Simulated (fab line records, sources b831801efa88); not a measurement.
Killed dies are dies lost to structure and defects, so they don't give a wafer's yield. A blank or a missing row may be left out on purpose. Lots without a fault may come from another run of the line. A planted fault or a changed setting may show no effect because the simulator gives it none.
fab line records | flow sky130
record lots=12 wafers=36 last_day=50
route steps=708 shown FIELD_ISO@18 VT_ADJUST_HVTP@92 VT_ADJUST_HVTR@141 SONOS_ONO@178 PAD_OPEN@708
lots that met no fault: from a run of the same line without faults
start_h: hours from the record's first day to the start of the lot's first wafer shown | wait_h: hours since the lot's step before | " the same as in the row above | L1.1+2: a row that stands for several wafers | - no value, or no start given | * or withheld: withheld | < > ~ a bound
route shown NAME@n: a module of which the file shows steps, and the number in the route of the first | usual: mean/standard deviation of fault-free wafers | same: alike in all rows | chamber/n: place in a boat | sites: the reading at each site | _std_site: their standard deviation | _edge_site: outer sites' mean less inner sites' | radius_mm: how far each site lies from the wafer's centre | mask NAME#n: copy n | behind: the tool/chamber that last shaped the wafer | hold: why the lot was held/for how many hours/how that ended | device: the transistor (n, p or np) that didn't switch | end of line: the same wafers' tests at the end of the route | a step without rows: its recipe alone | killed: dies lost to structure and defects at the first sort, not the wafer's yield | map: a wafer's dies, x killed, . not, _ none there
set.NAME: the setting as run; set.NAME@STEP: as run at that earlier step | model.NAME: the simulator's own value behind a step, which no gauge read
steps of the route over a sample of lots; a table a step, a row a wafer
services: from which hour (start_h, from the record's first day; less than 0 if before it) a tool's chamber was out of use, for how many hours, and why
## steps
# step SKY_FIELD_ISO_ETCH_17
# recipe target_depth_a=3420 mask_material=Si3N4 chemistry=HBr/Cl2/O2 target=Si taper_deg=5 icp_w=600 bias_w=150 pressure_mtorr=15 HBr_flow_sccm=150 Cl2_flow_sccm=40 O2_flow_sccm=6 time_s=97.7
# usual drypump_motor_current_A=5.7/0.46 mfc_cl2_sccm=40.01/0.11 oes_product_au=1.002/0.0098 throttle_valve_pct=25.656/0.011
# same time_s=97.7
# columns lot.wafer tool chamber start_h wait_h drypump_motor_current_A mfc_cl2_sccm oes_product_au rf_hours_counter_h throttle_valve_pct
L656.2 rie_si-01 2 28.17 0.1 5.1 39.92 1.012 35 25.653
L656.3 " 3 " " 5.4 39.84 1.006 46 25.653
L656.6 " 0 " " 5.1 39.96 0.993 - 25.652
L657.1 rie_si-01 0 32.62 0.1 5.1 39.99 0.989 75 25.672
L657.2 " 2 " " 5.1 40.12 1.004 35 25.656
L657.3 " 1 " " 6.2 40.08 0.985 150 25.660
L659.2 rie_si-02 1 46.91 0.1 6.4 39.90 0.999 145 25.655
L659.3 " 0 " " 6.1 40.04 0.992 94 25.669
L659.6 " 1 " " 6.4 39.97 1.001 - 25.676
L662.2 rie_si-01 0 60.91 0.1 5.1 40.11 1.000 75 25.659
L662.4 " 3 " " 5.4 40.23 0.997 46 25.669
L662.6 " 1 " " 6.1 39.86 1.006 - 25.643
L664.4 rie_si-02 2 69.77 0.0 5.5 40.21 1.005 82 25.667
L664.5 " 3 " " 6.1 40.00 0.999 - 25.642
L664.6 " 0 " " 6.2 40.10 0.998 - 25.659
L665.1 rie_si-02 2 76.52 0.1 5.5 40.14 1.009 82 25.638
L665.2 " 3 " " 6.1 39.91 1.011 139 25.659
L665.3 " 0 " " 6.1 39.91 1.007 94 25.659
L666.4 rie_si-02 2 85.66 0.0 5.5 40.02 1.011 82 25.655
L666.5 " 1 " " 6.4 40.07 1.012 - 25.647
L666.6 " 2 " " 5.5 39.95 1.005 - 25.663
L674.1 rie_si-02 0 122.42 0.1 6.1 39.93 1.005 94 25.652
L674.2 " 2 " " 5.5 39.88 1.010 82 25.643
L674.6 " 2 " " 5.5 40.04 1.008 - 25.654
L675.1 rie_si-01 2 127.11 0.1 5.2 39.87 1.014 36 25.643
L675.2 " 1 " " 6.2 40.19 0.993 0 25.665
L675.4 " 0 " " 5.1 40.08 0.998 75 25.640
L676.1 rie_si-01 3 132.42 0.1 5.4 39.89 1.006 47 25.665
L676.3 " 1 " " 6.2 40.07 0.974 0 25.657
L676.6 " 3 " " 5.4 39.92 1.003 - 25.664
L677.3 rie_si-01 3 138.92 0.0 5.4 40.11 0.996 47 25.645
L677.4 " 0 " " 5.1 40.07 0.998 75 25.660
L677.5 " 2 " " 5.2 39.99 1.002 - 25.674
L678.2 rie_si-01 2 146.01 0.1 5.1 40.09 0.993 36 25.669
L678.3 " 0 " " 5.1 40.14 1.001 75 25.654
L678.4 " 1 " " 6.2 40.06 0.988 0 25.665
# step SKY_VT_ADJUST_HVTP_CD_MEAS_07
# recipe target_cd_nm=380
# usual cd_nm=380.6/2.8
# columns lot.wafer tool chamber start_h wait_h cd_nm
L656.2 cd_sem-01 - 124.16 0.1 379.4
L656.3 " - " " 381.3
L656.6 " - " " 382.0
L657.1 cd_sem-02 - 129.29 0.1 378.9
L657.2 " - " " 376.5
L657.3 " - " " 377.2
L659.2 cd_sem-02 - 143.31 0.1 376.1
L659.3 " - " " 376.5
L659.6 " - " " 378.5
L662.2 cd_sem-02 - 166.72 0.1 378.4
L662.4 " - " " 378.8
L662.6 " - " " 378.3
L664.4 cd_sem-02 - 173.70 0.1 378.9
L664.5 " - " " 382.0
L664.6 " - " " 383.3
L665.1 cd_sem-02 - 178.84 0.1 385.8
L665.2 " - " " 384.7
L665.3 " - " " 382.7
L666.4 cd_sem-01 - 193.32 0.2 377.9
L666.5 " - " " 375.8
L666.6 " - " " 375.8
L674.1 cd_sem-02 - 239.59 0.1 380.4
L674.2 " - " " 379.1
L674.6 " - " " 378.5
L675.1 cd_sem-01 - 245.24 0.1 383.3
L675.2 " - " " 380.2
L675.4 " - " " 383.7
L676.1 cd_sem-01 - 245.89 0.1 382.7
L676.3 " - " " 382.2
L676.6 " - " " 381.3
L677.3 cd_sem-01 - 252.38 0.1 380.5
L677.4 " - " " 384.1
L677.5 " - " " 380.1
L678.2 cd_sem-02 - 265.26 0.1 382.7
L678.3 " - " " 382.7
L678.4 " - " " 385.1
# step SKY_VT_ADJUST_HVTR_STRIP_10
# recipe chemistry=O2/N2 power_w=1400 pressure_mtorr=1500 platen_temp_c=withheld o2_flow_sccm=3000 n2_flow_sccm=300 overash_fraction=0.5
# usual drypump_motor_current_A=5.6/0.43 oes_product_au=0.715/0.0046 strip_time_to_endpoint_s=14.18/0.045
# columns lot.wafer tool chamber start_h wait_h drypump_motor_current_A oes_product_au rf_hours_counter_h strip_time_to_endpoint_s
L656.2 plasma_asher-02 1 206.27 0.1 5.9 0.711 9 14.18
L656.3 " 0 " " 5.9 0.721 - 14.18
L656.6 " 0 " " 5.9 0.713 - 14.11
L657.1 plasma_asher-02 1 210.07 0.1 5.9 0.718 9 14.09
L657.2 " 0 " " 5.9 0.715 9 14.05
L657.3 " 0 " " 5.9 0.713 - 14.14
L659.2 plasma_asher-01 1 229.27 0.1 5.2 0.718 46 14.26
L659.3 " 1 " " 5.2 0.718 - 14.27
L659.6 " 1 " " 5.2 0.716 - 14.28
L662.2 plasma_asher-04 1 254.39 0.1 6.5 0.716 56 14.26
L662.4 " 1 " " 6.5 0.709 - 14.22
L662.6 " 1 " " 6.4 0.709 - 14.20
L664.4 plasma_asher-01 1 262.23 0.1 5.2 0.714 - 14.11
L664.5 " 0 " " 5.5 0.717 - 14.16
L664.6 " 1 " " 5.2 0.712 - 14.16
L665.1 plasma_asher-02 1 268.45 0.1 5.9 0.728 15 14.20
L665.2 " 0 " " 5.9 0.711 15 14.19
L665.3 " 1 " " 5.9 0.714 - 14.19
L666.4 plasma_asher-04 0 283.78 0.1 5.2 0.718 - 14.16
L666.5 " 0 " " 5.2 0.719 - 14.17
L666.6 " 1 " " 6.4 0.720 - 14.22
L674.1 plasma_asher-01 1 336.92 0.1 5.2 0.723 57 14.14
L674.2 " 0 " " 5.5 0.717 57 14.14
L674.6 " 1 " " 5.2 0.714 - 14.11
L675.1 plasma_asher-01 0 346.26 0.1 5.5 0.715 57 14.16
L675.2 " 1 " " 5.2 0.712 57 14.14
L675.4 " 0 " " 5.6 0.709 - 14.13
L676.1 plasma_asher-02 0 347.15 0.1 5.9 0.715 22 14.20
L676.3 " 0 " " 5.9 0.713 - 14.20
L676.6 " 0 " " 5.9 0.717 - 14.18
L677.3 plasma_asher-01 1 355.10 0.1 5.1 0.705 - 14.22
L677.4 " 0 " " 5.5 0.721 - 14.19
L677.5 " 1 " " 5.2 0.718 - 14.23
L678.2 plasma_asher-04 1 369.00 0.1 6.4 0.708 67 14.20
L678.3 " 1 " " 6.4 0.713 - 14.22
L678.4 " 0 " " 5.1 0.721 - 14.19
# step SKY_SONOS_ONO_EXPOSE_10
# recipe mask_id=ONOM target_cd_nm=410 na=0.6 source_shape=conventional sigma_outer=0.6 dose_mj=150
# usual reticle_temp_C=22.99/0.11
# same na=0.6
# columns lot.wafer tool chamber start_h wait_h mask reticle_temp_C
L656.2 iline_stepper-01 0 269.37 - ONOM#0 23.05
L656.3 " 0 " " ONOM#0 23.03
L656.6 " 0 " " ONOM#0 22.90
L657.1 iline_stepper-02 0 275.81 - ONOM#0 22.92
L657.2 " 0 " " ONOM#0 23.14
L657.3 " 0 " " ONOM#0 22.95
L659.2 iline_stepper-02 0 300.52 - ONOM#0 23.11
L659.3 " 0 " " ONOM#0 23.06
L659.6 " 0 " " ONOM#0 22.92
L662.2 iline_stepper-02 0 323.51 - ONOM#0 22.89
L662.4 " 0 " " ONOM#0 22.99
L662.6 " 0 " " ONOM#0 22.80
L664.4 iline_stepper-02 0 330.32 - ONOM#0 23.04
L664.5 " 0 " " ONOM#0 23.06
L664.6 " 0 " " ONOM#0 22.90
L665.1 iline_stepper-02 0 340.30 - ONOM#0 23.02
L665.2 " 0 " " ONOM#0 23.12
L665.3 " 0 " " ONOM#0 23.10
L666.4 iline_stepper-01 0 355.58 - ONOM#0 22.90
L666.5 " 0 " " ONOM#0 22.85
L666.6 " 0 " " ONOM#0 22.93
L674.1 iline_stepper-02 0 413.31 - ONOM#0 22.97
L674.2 " 0 " " ONOM#0 23.03
L674.6 " 0 " " ONOM#0 22.97
L675.1 iline_stepper-01 0 423.20 - ONOM#0 22.90
L675.2 " 0 " " ONOM#0 22.85
L675.4 " 0 " " ONOM#0 23.10
L676.1 iline_stepper-02 0 431.47 - ONOM#0 22.97
L676.3 " 0 " " ONOM#0 22.98
L676.6 " 0 " " ONOM#0 22.87
L677.3 iline_stepper-02 0 434.89 - ONOM#0 22.95
L677.4 " 0 " " ONOM#0 22.99
L677.5 " 0 " " ONOM#0 23.03
L678.2 iline_stepper-01 0 451.94 - ONOM#0 23.06
L678.3 " 0 " " ONOM#0 22.99
L678.4 " 0 " " ONOM#0 23.05
# step SKY_SONOS_ONO_CD_MEAS_13
# recipe target_cd_nm=410
# usual cd_nm=410.1/2.6
# columns lot.wafer tool chamber start_h wait_h cd_nm
L656.2 cd_sem-01 - 281.67 0.1 408.8
L656.3 " - " " 408.2
L656.6 " - " " 407.0
L657.1 cd_sem-01 - 287.51 0.1 411.6
L657.2 " - " " 415.7
L657.3 " - " " 413.8
L659.2 cd_sem-01 - 312.48 0.1 410.4
L659.3 " - " " 410.9
L659.6 " - " " 411.0
L662.2 cd_sem-01 - 336.22 0.1 410.7
L662.4 " - " " 409.1
L662.6 " - " " 409.8
L664.4 cd_sem-02 - 343.85 0.1 387.5
L664.5 " - " " 384.4
L664.6 " - " " 396.2
L665.1 cd_sem-01 - 354.45 0.1 394.4
L665.2 " - " " 389.8
L665.3 " - " " 380.8
L666.4 cd_sem-02 - 368.86 0.1 416.7
L666.5 " - " " 411.3
L666.6 " - " " 415.0
L674.1 cd_sem-02 - 427.49 0.1 413.8
L674.2 " - " " 411.3
L674.6 " - " " 413.1
L675.1 cd_sem-01 - 438.41 0.1 406.3
L675.2 " - " " 407.0
L675.4 " - " " 406.4
L676.1 cd_sem-02 - 445.90 0.1 413.8
L676.3 " - " " 413.3
L676.6 " - " " 413.0
L677.3 cd_sem-01 - 449.38 0.1 413.4
L677.4 " - " " 412.5
L677.5 " - " " 413.0
L678.2 cd_sem-02 - 466.81 0.1 408.3
L678.3 " - " " 410.0
L678.4 " - " " 409.5
# step SKY_PAD_OPEN_PROBE_99
# usual killed_at_M0_to_M3=43/6.8 killed_at_M4_up=3.1/1.6 killed_at_contacts=24/5.4 killed_at_front_end=16/4.4 killed_at_other=0.2/0.48 killed_dies=87/8.8 killed_open=48/6.4 killed_short=39/6.2
# same gross_dies=492 killed_at_back_side=0
# columns lot.wafer tool chamber start_h wait_h killed_at_M0_to_M3 killed_at_M4_up killed_at_contacts killed_at_front_end killed_at_other killed_dies killed_open killed_short
L665.1 prober-02 - 1134.87 0.1 44 2 23 18 0 87 54 33
# killed by level:class
L665.1 VIA1:geometric_particle:open=9 LI_CONTACT:geometric_particle:open=9 VIA3:geometric_particle:open=9 CONTACT:geometric_particle:open=5 METAL1:geometric_particle:open=5 FIELD_ISO:geometric_particle:open=4 FIELD_ISO:geometric_particle:short=4 VIA2:geometric_particle:open=4
## services
# columns tool chamber start_h hours kind
iline_stepper-02 - 8.62 28.9 pm
plasma_asher-01 - 15.72 2.8 pm
rie_si-02 3 27.13 1.0 repair
rie_si-02 0 29.46 2.4 repair
iline_stepper-02 - 37.51 1.7 pm
iline_stepper-02 - 39.17 2.1 pm
iline_stepper-02 - 52.45 37.8 repair
plasma_asher-02 - 70.23 7.0 pm
iline_stepper-01 - 90.25 1.7 pm
plasma_asher-02 - 108.75 9.0 pm
rie_si-01 - 133.99 0.4 repair
rie_si-01 3 159.82 27.2 repair
plasma_asher-02 - 193.56 0.6 repair
rie_si-01 - 211.59 0.5 repair
iline_stepper-02 - 227.56 1.7 pm
rie_si-02 2 286.01 13.4 repair
rie_si-02 2 312.00 2.0 repair
rie_si-01 0 350.31 12.9 repair
rie_si-02 1 365.27 17.4 repair
plasma_asher-01 - 374.71 0.4 repair
rie_si-02 1 403.91 2.4 repair
rie_si-02 2 410.10 1.2 repair
rie_si-02 0 429.08 3.9 repair
iline_stepper-02 - 445.84 1.7 pm
## key
first_sign step=SKY_SONOS_ONO_CD_MEAS_13 reading=cd_nm direction=down sigmas=8.2 usual=410.1 struck=388.9
effect none on later readings
met_at SKY_SONOS_ONO_EXPOSE_10
struck_lots L664,L665
tester_left_out L664,L665
not_acting_at SKY_FIELD_ISO_ETCH_17,SKY_VT_ADJUST_HVTP_CD_MEAS_07,SKY_VT_ADJUST_HVTR_STRIP_10
onset_between 323.51 330.32
fault kind=process_parameter_drift tool=iline_stepper-02 chamber=- onset_h=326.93 steps=SKY_SONOS_ONO_EXPOSE_10 channel=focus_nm offset=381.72 spread_by_wafer=0.3 shape=step end_h=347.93
# tester_left_out: of these lots the tester's yield and bins aren't shown, on N5 and GAA mostly nor the transistor test; their killed dies are dies lost to structure and defects alone, not to doping, threshold or leakage, so they don't give the yield
